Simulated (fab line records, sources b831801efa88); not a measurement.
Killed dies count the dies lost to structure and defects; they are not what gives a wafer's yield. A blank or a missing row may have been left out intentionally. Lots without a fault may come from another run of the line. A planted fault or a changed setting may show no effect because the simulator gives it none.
fab line records	flow gf180mcu	part 1 of 2: steps 1 to 32 of 40
record lots=5	wafers=15	lastDay=33
route steps=602 shown M3@418 V3@429 M4@456
lots with no fault: from the same line, run without faults
startH: hours from the record's opening day to when the first of the lot's shown wafers began	waitH: hours from the lot's prior step to this one	" unchanged from the row above	L1.1+2: a single row standing in for several wafers	- no value, or no start was given	* or withheld: withheld	< > ~ a bound
route shown NAME@n: NAME is a module with steps in the file, n the number in the route of the first one	usual: mean and standard deviation over wafers with no fault	same: alike in all rows	chamber/n: place in a boat	sites: each site's reading	_std_site: standard deviation of those values	_edge_site: the outer-site mean with the inner-site mean subtracted	radiusMm: how far each site lies from the wafer's centre	mask NAME#n: copy n	behind: the most recent tool/chamber to have shaped the wafer	hold: why the lot went on hold/how many hours it stayed there/how the hold came to an end	device: the n, p or np transistor that did not switch	end of line: the same wafers' tests at the end of the route	where a step has no rows: the recipe by itself	killed: the dies lost at the first sort to structure and to defects; this is not the yield of the wafer	map: dies across one wafer; x = killed, . = not, _ = none there
set.NAME: the setting as run; set.NAME@STEP: as run at that earlier step	model.NAME: the simulator's own value behind a step, which no gauge read
certain route steps with their lots: each step a table, each wafer a row
services: a tool's chamber out of use, with start hour (startH, from the record's first day; less than 0 if before it), hours out, and reason
## steps
# step GF_M3_COAT_09
# recipe resist=KrF	spinRpm=withheld	resistThkNm=1000
lot.wafer	tool	chamber	startH	waitH
L074.3+4+5	lithoTrack-02	0	472.10	0.1
L077.1+4+5	lithoTrack-02	0	498.30	0.1
L082.1+4+6	lithoTrack-02	0	541.24	0.1
L085.1+3+4	lithoTrack-01	0	575.09	0.1
L089.3+5+6	lithoTrack-02	0	610.49	0.1
# step GF_M3_SOFTBAKE_10
# recipe tempC=130	timeS=60	resist=KrF
lot.wafer	tool	chamber	startH	waitH
L074.3+4+5	lithoTrack-02	0	472.25	0.1
L077.1+4+5	lithoTrack-02	0	498.45	0.1
L082.1+4+6	lithoTrack-02	0	541.39	0.1
L085.1+3+4	lithoTrack-01	0	575.24	0.1
L089.3+5+6	lithoTrack-02	0	610.64	0.1
# step GF_M3_EXPOSE_11
# recipe maskId=Metal3	targetCdNm=280	na=0.68	sourceShape=conventional	sigmaOuter=0.6	doseMj=28
# same sigmaOuter=0.6
lot.wafer	tool	chamber	startH	waitH	mask
L074.3+4+5	krfScanner-02	0	-	-	Metal3#0
L077.1+4+5	krfScanner-02	0	-	-	Metal3#0
L082.1+4+6	krfScanner-02	0	-	-	Metal3#0
L085.1+3+4	krfScanner-01	0	-	-	Metal3#0
L089.3+5+6	krfScanner-01	0	-	-	Metal3#0
# step GF_M3_PEB_12
# recipe pebTempC=135	pebTimeS=90	resist=KrF
lot.wafer	tool	chamber	startH	waitH
L074.3+4+5	lithoTrack-02	0	-	-
L077.1+4+5	lithoTrack-02	0	-	-
L082.1+4+6	lithoTrack-02	0	-	-
L085.1+3+4	lithoTrack-01	0	-	-
L089.3+5+6	lithoTrack-04	0	-	-
# step GF_M3_DEVELOP_13
# recipe developTimeS=60	devTempC=21
lot.wafer	tool	chamber	startH	waitH
L074.3+4+5	lithoTrack-02	0	483.75	0.1
L077.1+4+5	lithoTrack-02	0	509.95	0.2
L082.1+4+6	lithoTrack-02	0	553.09	0.2
L085.1+3+4	lithoTrack-01	0	585.49	0.2
L089.3+5+6	lithoTrack-04	0	621.06	0.1
# step GF_M3_CD_MEAS_14
# recipe targetCdNm=280
# usual cdNm=280.1/1.1
lot.wafer	tool	chamber	startH	waitH	cdNm
L074.3	cdSem-01	-	483.89	0.1	279.6
L074.4	"	-	"	"	280.2
L074.5	"	-	"	"	279.4
L077.1	cdSem-02	-	510.10	0.1	279.6
L077.4	"	-	"	"	281.0
L077.5	"	-	"	"	279.5
L082.1	cdSem-01	-	553.24	0.1	279.3
L082.4	"	-	"	"	279.2
L082.6	"	-	"	"	278.7
L085.1	cdSem-02	-	585.64	0.1	278.0
L085.3	"	-	"	"	277.6
L085.4	"	-	"	"	278.8
L089.3	cdSem-01	-	621.20	0.1	279.9
L089.5	"	-	"	"	278.1
L089.6	"	-	"	"	278.6
# step GF_M3_OVL_MEAS_15
# usual M3_OVL=0/6.1
lot.wafer	tool	chamber	startH	waitH	M3_OVL[nm]
L074.3	overlay-01	-	483.98	0.1	-2
L074.4	"	-	"	"	6
L074.5	"	-	"	"	6
L077.1	overlay-02	-	510.22	0.1	-4
L077.4	"	-	"	"	6
L077.5	"	-	"	"	1
L082.1	overlay-02	-	553.36	0.1	0
L082.4	"	-	"	"	0
L082.6	"	-	"	"	10
L085.1	overlay-01	-	585.76	0.1	-5
L085.3	"	-	"	"	-1
L085.4	"	-	"	"	-3
L089.3	overlay-01	-	621.29	0.1	6
L089.5	"	-	"	"	0
L089.6	"	-	"	"	-2
# step GF_M3_METAL_ETCH_16
# recipe chemistry=Cl2/BCl3	maskMaterial=KrF	targetDepthNm=750.8	stopOn=SiO2	pressureMtorr=8	icpW=800	biasW=140	Cl2_flow_sccm=80	bcl3FlowSccm=40	timeS=125.1
# usual drypumpMotorCurrentA=5.6/0.34	heBacksideLeakSccm=3.28/0.18	oesProductAu=0.990/0.0051	throttleValvePct=28.228/0.0087
lot.wafer	tool	chamber	startH	waitH	drypumpMotorCurrentA	heBacksideLeakSccm	oesProductAu	rfHoursCounterH	throttleValvePct
L074.3	rieMetal-02	0	484.04	0.1	6.0	3.11	0.993	-	28.231
L074.4	"	1	"	"	5.6	3.65	0.988	-	28.230
L074.5	"	1	"	"	5.6	3.63	0.999	-	28.229
L077.1	rieMetal-02	0	510.25	0.0	6.0	3.28	0.991	10	28.233
L077.4	"	0	"	"	6.0	3.32	1.000	-	28.233
L077.5	"	1	"	"	5.6	3.17	0.992	-	28.232
L082.1	rieMetal-04	1	553.40	0.0	5.8	3.44	0.985	10	28.235
L082.4	"	1	"	"	5.8	3.34	0.989	-	28.241
L082.6	"	1	"	"	5.8	3.41	0.985	-	28.231
L085.1	rieMetal-04	0	585.79	0.0	5.8	3.34	0.996	0	28.211
L085.3	"	1	"	"	5.8	3.43	0.999	-	28.235
L085.4	"	0	"	"	5.8	3.46	0.996	-	28.234
L089.3	rieMetal-04	1	621.36	0.1	5.7	3.37	0.989	-	28.232
L089.5	"	1	"	"	5.7	3.15	0.990	-	28.226
L089.6	"	0	"	"	5.8	3.43	1.004	-	28.221
# step GF_M3_STRIP_17
# recipe chemistry=O2/N2	powerW=1400	pressureMtorr=1500	platenTempC=250	o2FlowSccm=3000	n2FlowSccm=300	overashFraction=0.5
# usual drypumpMotorCurrentA=5.5/0.33	heaterPowerW=344/23	oesProductAu=0.538/0.0049	stripTimeToEndpointS=7.40/0.044
lot.wafer	tool	chamber	startH	waitH	drypumpMotorCurrentA	heaterPowerW	oesProductAu	rfHoursCounterH	stripTimeToEndpointS
L074.3	plasmaAsher-03	0	484.16	0.1	6.6	315	0.534	-	7.39
L074.4	"	1	"	"	4.8	351	0.546	-	7.38
L074.5	"	0	"	"	6.5	312	0.536	-	7.40
L077.1	plasmaAsher-01	1	510.38	0.1	5.3	373	0.542	94	7.34
L077.4	"	0	"	"	5.6	322	0.532	-	7.35
L077.5	"	0	"	"	5.6	319	0.533	-	7.35
L082.1	plasmaAsher-02	1	553.66	0.2	5.4	347	0.541	45	7.51
L082.4	"	1	"	"	5.4	341	0.535	-	7.48
L082.6	"	1	"	"	5.4	341	0.537	-	7.47
L085.1	plasmaAsher-01	1	585.92	0.1	5.3	377	0.536	103	7.37
L085.3	"	1	"	"	5.3	394	0.542	-	7.41
L085.4	"	0	"	"	5.7	317	0.534	-	7.37
L089.3	plasmaAsher-02	0	621.48	0.1	5.5	332	0.530	-	7.33
L089.5	"	1	"	"	5.4	350	0.538	-	7.34
L089.6	"	0	"	"	5.5	344	0.539	-	7.34
# step GF_M3_STRIP_18
# recipe chemistry=postEtchResidueRemover	timeS=1200	tempC=72.5
lot.wafer	tool	chamber	startH	waitH
L074.3+4+5	wetBench-02	1	484.23	0.0
L077.1+4+5	wetBench-01	1	510.48	0.1
L082.1+4+6	wetBench-02	3	553.76	0.1
L085.1+3+4	wetBench-02	0	586.02	0.1
L089.3+5+6	wetBench-01	1	621.55	0.0
# step GF_M3_CLEAN_19
# recipe chemistry=DIW	dry=n2Spin
lot.wafer	tool	chamber	startH	waitH
L074.3+4+5	wetBench-01	2	484.57	0.0
L077.1+4+5	wetBench-02	2	510.82	0.0
L082.1+4+6	wetBench-02	3	554.10	0.0
L085.1+3+4	wetBench-01	1	586.37	0.0
L089.3+5+6	wetBench-02	2	621.89	0.0
# step GF_V3_CVD_00
# recipe material=SiO2	targetThkNm=600	sigmaOpenFrac=0.3	tempC=400	timeS=100	sih4FlowSccm=60	pressureMtorr=6
lot.wafer	tool	chamber	startH	waitH
L074.3+4+5	hdpcvd-01	1,2,0	484.67	0.0
L077.1+4+5	hdpcvd-01	1,2,0	510.91	0.0
L082.1+4+6	hdpcvd-02	2,2,1	554.19	0.0
L085.1+3+4	hdpcvd-02	1,0,1	586.46	0.0
L089.3+5+6	hdpcvd-01	2,1,2	621.98	0.0
# step GF_V3_THK_MEAS_01
# recipe reads=SiO2_of_V3_CVD_00
# usual V3_CVD_00_THK=599/5.4
lot.wafer	tool	chamber	startH	waitH	V3_CVD_00_THK[nm]
L074.3	filmMetro-02	-	484.76	0.1	602
L074.4	"	-	"	"	605
L074.5	"	-	"	"	608
L077.1	filmMetro-03	-	510.99	0.0	603
L077.4	"	-	"	"	606
L077.5	"	-	"	"	602
L082.1	filmMetro-03	-	554.26	0.0	605
L082.4	"	-	"	"	608
L082.6	"	-	"	"	606
L085.1	filmMetro-02	-	586.53	0.0	609
L085.3	"	-	"	"	602
L085.4	"	-	"	"	605
L089.3	filmMetro-03	-	622.07	0.1	603
L089.5	"	-	"	"	595
L089.6	"	-	"	"	596
# step GF_V3_CVD_02
# recipe material=SiO2	targetThkNm=850	precursor=TEOS	tempC=400	timeS=94.851	rfW=600
# usual heaterPowerOuterW=400/79	heaterPowerW=688/100
lot.wafer	tool	chamber	startH	waitH	heaterPowerOuterW	heaterPowerW
L074.3	pecvd-04	1	484.80	0.0	537	794
L074.4	"	0	"	"	293	530
L074.5	"	1	"	"	564	802
L077.1	pecvd-01	0	511.05	0.1	257	477
L077.4	"	1	"	"	311	579
L077.5	"	0	"	"	314	522
L082.1	pecvd-04	0	554.32	0.1	392	656
L082.4	"	0	"	"	294	526
L082.6	"	1	"	"	464	683
L085.1	pecvd-03	1	586.59	0.1	494	909
L085.3	"	2	"	"	270	613
L085.4	"	1	"	"	527	952
L089.3	pecvd-03	2	622.11	0.0	365	725
L089.5	"	0	"	"	415	718
L089.6	"	2	"	"	373	754
# step GF_V3_THK_MEAS_03
# recipe reads=SiO2_of_V3_CVD_02
# usual V3_CVD_02_THK=845/9.8
lot.wafer	tool	chamber	startH	waitH	V3_CVD_02_THK[nm]
L074.3	filmMetro-03	-	484.89	0.1	842
L074.4	"	-	"	"	856
L074.5	"	-	"	"	846
L077.1	filmMetro-02	-	511.12	0.0	841
L077.4	"	-	"	"	857
L077.5	"	-	"	"	855
L082.1	filmMetro-01	-	554.39	0.0	834
L082.4	"	-	"	"	846
L082.6	"	-	"	"	852
L085.1	filmMetro-01	-	586.66	0.0	856
L085.3	"	-	"	"	840
L085.4	"	-	"	"	852
L089.3	filmMetro-01	-	622.20	0.1	832
L089.5	"	-	"	"	856
L089.6	"	-	"	"	843
# step GF_V3_CMP_04
# recipe material=SiO2	downForcePsi=4	platenRpm=60	padVelocityMS=0.94248
# usual headPressurePsi=3.999/0.0084	motorCurrentA=11.2/0.73	slurryFilterDpKPa=13.51/0.13	timeToEndpointS=79/4.5
lot.wafer	tool	chamber	startH	waitH	headPressurePsi	motorCurrentA	slurryFilterDpKPa	timeToEndpointS
L074.4	cmp-02	1	485.03	0.1	3.993	11.5	13.51	82
L074.3	"	2	"	"	4.008	12.0	13.56	77
L074.5	"	3	"	"	4.002	10.2	13.50	79
L077.4	cmp-01	3	511.18	0.0	3.999	11.0	13.72	85
L077.1	"	0	"	"	3.995	10.0	13.47	77
L077.5	"	3	"	"	4.001	10.6	13.63	82
L082.4	cmp-02	3	554.45	0.0	3.980	10.8	13.31	81
L082.1	"	1	"	"	4.014	10.8	13.67	79
L082.6	"	3	"	"	3.994	10.1	13.83	82
L085.3	cmp-01	3	586.78	0.1	3.990	11.0	13.34	76
L085.4	"	0	"	"	4.008	9.9	13.52	79
L085.1	"	1	"	"	3.995	11.2	13.39	83
L089.3	cmp-02	3	622.34	0.1	3.990	10.6	13.57	73
L089.6	"	1	"	"	4.004	11.0	13.59	76
L089.5	"	2	"	"	3.983	12.0	13.64	78
# step GF_V3_BOW_MEAS_05
# recipe mode=bow
# usual V3_BOW=117/8.6
lot.wafer	tool	chamber	startH	waitH	V3_BOW[um]
L074.3	filmMetro-02	-	485.27	0.1	136
L074.4	"	-	"	"	137
L074.5	"	-	"	"	126
L077.1	filmMetro-01	-	511.48	0.2	111
L077.4	"	-	"	"	112
L077.5	"	-	"	"	112
L082.1	filmMetro-01	-	554.75	0.1	118
L082.4	"	-	"	"	119
L082.6	"	-	"	"	119
L085.1	filmMetro-02	-	587.03	0.1	112
L085.3	"	-	"	"	113
L085.4	"	-	"	"	103
L089.3	filmMetro-03	-	622.58	0.2	122
L089.5	"	-	"	"	112
L089.6	"	-	"	"	101
# step GF_V3_DEHYDRATE_06
# recipe tempC=200	timeS=60
lot.wafer	tool	chamber	startH	waitH
L074.3+4+5	lithoTrack-01	0	496.54	11.2
L077.1+4+5	lithoTrack-03	0	522.47	11.0
L082.1+4+6	lithoTrack-03	0	564.77	10.0
L085.1+3+4	lithoTrack-01	0	597.49	10.4
L089.3+5+6	lithoTrack-04	0	632.06	9.5
# step GF_V3_HMDS_07
# recipe primeTimeS=60	primeTempC=120
lot.wafer	tool	chamber	startH	waitH
L074.3+4+5	lithoTrack-01	0	496.69	0.1
L077.1+4+5	lithoTrack-03	0	522.62	0.1
L082.1+4+6	lithoTrack-03	0	564.92	0.1
L085.1+3+4	lithoTrack-01	0	597.64	0.1
L089.3+5+6	lithoTrack-04	0	632.21	0.1
# step GF_V3_COAT_08
# recipe resist=BARC	tempC=withheld	timeS=withheld	spinRpm=withheld	resistThkNm=withheld
lot.wafer	tool	chamber	startH	waitH
L074.3+4+5	lithoTrack-01	0	496.84	0.1
L077.1+4+5	lithoTrack-03	0	522.77	0.1
L082.1+4+6	lithoTrack-03	0	565.07	0.1
L085.1+3+4	lithoTrack-01	0	597.79	0.1
L089.3+5+6	lithoTrack-04	0	632.36	0.1
# step GF_V3_COAT_09
# recipe resist=KrF	spinRpm=withheld	resistThkNm=1000
lot.wafer	tool	chamber	startH	waitH
L074.3+4+5	lithoTrack-01	0	-	-
L077.1+4+5	lithoTrack-03	0	-	-
L082.1+4+6	lithoTrack-03	0	-	-
L085.1+3+4	lithoTrack-01	0	-	-
L089.3+5+6	lithoTrack-04	0	-	-
# step GF_V3_SOFTBAKE_10
# recipe tempC=130	timeS=60	resist=KrF
lot.wafer	tool	chamber	startH	waitH
L074.3+4+5	lithoTrack-01	0	-	-
L077.1+4+5	lithoTrack-03	0	-	-
L082.1+4+6	lithoTrack-03	0	-	-
L085.1+3+4	lithoTrack-01	0	-	-
L089.3+5+6	lithoTrack-04	0	-	-
# step GF_V3_EXPOSE_11
# recipe maskId=Via3	targetCdNm=260	na=0.68	sourceShape=conventional	sigmaOuter=0.6	doseMj=38
# same sigmaOuter=0.6
lot.wafer	tool	chamber	startH	waitH	mask
L074.3+4+5	krfScanner-02	0	-	-	Via3#0
L077.1+4+5	krfScanner-02	0	-	-	Via3#0
L082.1+4+6	krfScanner-02	0	-	-	Via3#0
L085.1+3+4	krfScanner-01	0	-	-	Via3#0
L089.3+5+6	krfScanner-01	0	-	-	Via3#0
# step GF_V3_PEB_12
# recipe pebTempC=135	pebTimeS=90	resist=KrF
lot.wafer	tool	chamber	startH	waitH
L074.3+4+5	lithoTrack-01	0	-	-
L077.1+4+5	lithoTrack-04	0	-	-
L082.1+4+6	lithoTrack-04	0	-	-
L085.1+3+4	lithoTrack-01	0	-	-
L089.3+5+6	lithoTrack-04	0	-	-
# step GF_V3_DEVELOP_13
# recipe developTimeS=60	resist=KrF	devTempC=21
lot.wafer	tool	chamber	startH	waitH
L074.3+4+5	lithoTrack-01	0	508.74	0.1
L077.1+4+5	lithoTrack-04	0	534.36	0.2
L082.1+4+6	lithoTrack-04	0	576.11	0.2
L085.1+3+4	lithoTrack-01	0	607.94	0.2
L089.3+5+6	lithoTrack-04	0	642.96	0.1
# step GF_V3_CD_MEAS_14
# recipe targetCdNm=260
# usual cdNm=259.4/1
lot.wafer	tool	chamber	startH	waitH	cdNm
L074.3	cdSem-02	-	508.88	0.1	259.3
L074.4	"	-	"	"	258.2
L074.5	"	-	"	"	260.6
L077.1	cdSem-02	-	534.51	0.1	258.1
L077.4	"	-	"	"	258.3
L077.5	"	-	"	"	257.9
L082.1	cdSem-02	-	576.26	0.1	261.2
L082.4	"	-	"	"	260.0
L082.6	"	-	"	"	261.3
L085.1	cdSem-01	-	608.09	0.1	257.8
L085.3	"	-	"	"	258.9
L085.4	"	-	"	"	260.1
L089.3	cdSem-02	-	643.10	0.1	260.0
L089.5	"	-	"	"	259.9
L089.6	"	-	"	"	259.6
# step GF_V3_OVL_MEAS_15
# usual V3_OVL=-3/4.8
lot.wafer	tool	chamber	startH	waitH	V3_OVL[nm]
L074.3	overlay-02	-	508.97	0.1	3
L074.4	"	-	"	"	-1
L074.5	"	-	"	"	-1
L077.1	overlay-01	-	534.63	0.1	-3
L077.4	"	-	"	"	2
L077.5	"	-	"	"	0
L082.1	overlay-02	-	576.38	0.1	-6
L082.4	"	-	"	"	-8
L082.6	"	-	"	"	-5
L085.1	overlay-02	-	608.21	0.1	-4
L085.3	"	-	"	"	-9
L085.4	"	-	"	"	7
L089.3	overlay-01	-	643.19	0.1	-3
L089.5	"	-	"	"	-8
L089.6	"	-	"	"	-4
# step GF_V3_ETCH_16
# recipe chemistry=N2/H2	targetDepthA=withheld	overetchA=withheld	timeS=withheld	target=BARC	ionEnergyEv=200	sourceW=500	biasW=100	pressureMtorr=30	n2FlowSccm=100	h2FlowSccm=200
# usual drypumpMotorCurrentA=5.9/0.47	oesProductAu=0.855/0.0047	throttleValvePct=13.224/0.0092
lot.wafer	tool	chamber	startH	waitH	drypumpMotorCurrentA	oesProductAu	throttleValvePct
L074.3	rieDiel-01	0	509.00	0.0	5.9	0.852	13.217
L074.4	"	2	"	"	5.5	0.850	13.229
L074.5	"	3	"	"	5.4	0.849	13.231
L077.1	rieDiel-02	0	534.67	0.0	5.2	0.854	13.226
L077.4	"	3	"	"	6.1	0.854	13.238
L077.5	"	0	"	"	5.2	0.861	13.228
L082.1	rieDiel-01	0	576.42	0.0	5.9	0.848	13.236
L082.4	"	1	"	"	6.2	0.853	13.222
L082.6	"	0	"	"	5.9	0.864	13.225
L085.1	rieDiel-02	2	608.24	0.0	6.5	0.857	13.220
L085.3	"	0	"	"	5.3	0.852	13.220
L085.4	"	1	"	"	5.4	0.856	13.219
L089.3	rieDiel-03	2	643.22	0.0	6.6	0.851	13.240
L089.5	"	3	"	"	6.0	0.851	13.227
L089.6	"	0	"	"	6.2	0.854	13.222
# step GF_V3_ETCH_17
# recipe chemistry=C4F8/O2/Ar	maskMaterial=KrF	target=SiO2	stopOn=TiN	sourceW=1500	biasW=1200	pressureMtorr=40	c4f8FlowSccm=withheld	O2_flow_sccm=6	Ar_flow_sccm=300	timeS=withheld	targetDepthA=6350
# usual oesProductAu=0.857/0.0045
lot.wafer	tool	chamber	startH	waitH	oesProductAu
L074.3	rieDiel-01	0	-	-	0.849
L074.4	"	2	"	"	0.852
L074.5	"	3	"	"	0.858
L077.1	rieDiel-02	0	-	-	0.853
L077.4	"	3	"	"	0.856
L077.5	"	0	"	"	0.856
L082.1	rieDiel-01	0	-	-	0.859
L082.4	"	1	"	"	0.866
L082.6	"	0	"	"	0.857
L085.1	rieDiel-02	2	-	-	0.854
L085.3	"	0	"	"	0.848
L085.4	"	1	"	"	0.854
L089.3	rieDiel-03	2	-	-	0.857
L089.5	"	3	"	"	0.857
L089.6	"	0	"	"	0.857
# step GF_V3_STRIP_18
# recipe chemistry=O2/N2	powerW=1400	pressureMtorr=1500	platenTempC=250	o2FlowSccm=3000	n2FlowSccm=300	overashFraction=0.5
# usual drypumpMotorCurrentA=5.3/0.57	heaterPowerW=341/12	oesProductAu=0.594/0.0048
lot.wafer	tool	chamber	startH	waitH	drypumpMotorCurrentA	heaterPowerW	oesProductAu	rfHoursCounterH
L074.3	plasmaAsher-04	0	509.16	-	5.0	335	0.599	-
L074.4	"	1	"	"	4.9	342	0.594	-
L074.5	"	1	"	"	4.8	352	0.599	-
L077.1	plasmaAsher-04	1	534.80	-	4.8	347	0.599	10
L077.4	"	0	"	"	5.0	339	0.594	-
L077.5	"	0	"	"	5.0	335	0.595	-
L082.1	plasmaAsher-02	0	576.55	-	5.5	348	0.596	48
L082.4	"	1	"	"	5.4	339	0.594	-
L082.6	"	1	"	"	5.4	341	0.600	-
L085.1	plasmaAsher-02	0	608.37	-	5.5	341	0.593	51
L085.3	"	0	"	"	5.6	335	0.589	-
L085.4	"	1	"	"	5.4	342	0.594	-
L089.3	plasmaAsher-02	0	643.38	-	5.5	339	0.591	-
L089.5	"	0	"	"	5.5	344	0.597	-
L089.6	"	1	"	"	5.4	351	0.593	-
# step GF_V3_STRIP_19
# recipe chemistry=postEtchResidueRemover	timeS=1200	tempC=72.5
lot.wafer	tool	chamber	startH	waitH
L074.3+4+5	wetBench-03	2	509.22	0.0
L077.1+4+5	wetBench-04	2	534.90	0.1
L082.1+4+6	wetBench-04	0	576.65	0.1
L085.1+3+4	wetBench-01	1	608.47	0.1
L089.3+5+6	wetBench-04	1	643.45	0.0
# step GF_V3_CLEAN_20
# recipe chemistry=DIW	dry=n2Spin
lot.wafer	tool	chamber	startH	waitH
L074.3+4+5	wetBench-01	3	509.60	0.0
L077.1+4+5	wetBench-01	2	535.24	0.0
L082.1+4+6	wetBench-01	3	576.99	0.0
L085.1+3+4	wetBench-04	1	608.82	0.0
L089.3+5+6	wetBench-03	2	643.82	0.0
